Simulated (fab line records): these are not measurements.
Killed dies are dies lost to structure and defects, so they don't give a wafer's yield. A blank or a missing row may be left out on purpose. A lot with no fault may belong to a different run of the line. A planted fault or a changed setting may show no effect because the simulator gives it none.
Matching of chambers :: flow sky130 :: SKY_PASSIVATION_CVD_02 on pecvd-01: 3 sister chambers
The step deposits Si3N4, target thk 540 nm. 3 wafers are shown with their chamber, then 7 later ones without.

WAFERS WITH THEIR CHAMBER
wafer: L196.3
chamber: 1
heater-power-w (W): 651

wafer: L198.1
chamber: 0
heater-power-w (W): 742

wafer: L198.3
chamber: 2
heater-power-w (W): 676

WAFERS WHOSE CHAMBER IS MISSING
wafer: L198.5
heater-power-w (W): 792

wafer: L201.1
heater-power-w (W): 793

wafer: L201.3
heater-power-w (W): 716

wafer: L201.4
heater-power-w (W): 794

wafer: L202.1
heater-power-w (W): 713

wafer: L202.3
heater-power-w (W): 738

wafer: L202.4
heater-power-w (W): 658

WHICH CHAMBER EACH ONE RAN IN
wafer: L198.5
from the rows above: can't be placed: 0 or 2
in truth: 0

wafer: L201.1
from the rows above: can't be placed: 0 or 2
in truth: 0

wafer: L201.3
from the rows above: can't be placed: 0 or 2 or 1
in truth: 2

wafer: L201.4
from the rows above: can't be placed: 0 or 2
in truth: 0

wafer: L202.1
from the rows above: can't be placed: 0 or 2 or 1
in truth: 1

wafer: L202.3
from the rows above: can't be placed: 0 or 2
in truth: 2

wafer: L202.4
from the rows above: can't be placed: 1 or 2
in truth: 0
Correct placement for 0 of the 7. Can't be placed from these rows: 7 (the true chamber is among the candidates in 6). Placed wrongly: 0.
How it was worked out, from the rows above alone: a wafer's distance from a chamber is the root of the sum, over the readings, of the square of ((its reading less the chamber's mean) divided by the reading's scatter). The wafer belongs to the nearest chamber; if the next one is less than 2 further off, it can't be placed. The mean given for a chamber averages the wafers shown for that chamber. The scatter (one wafer shown for each chamber): square how far every hidden wafer sits from the nearest shown wafer, average those squares and take the square root.
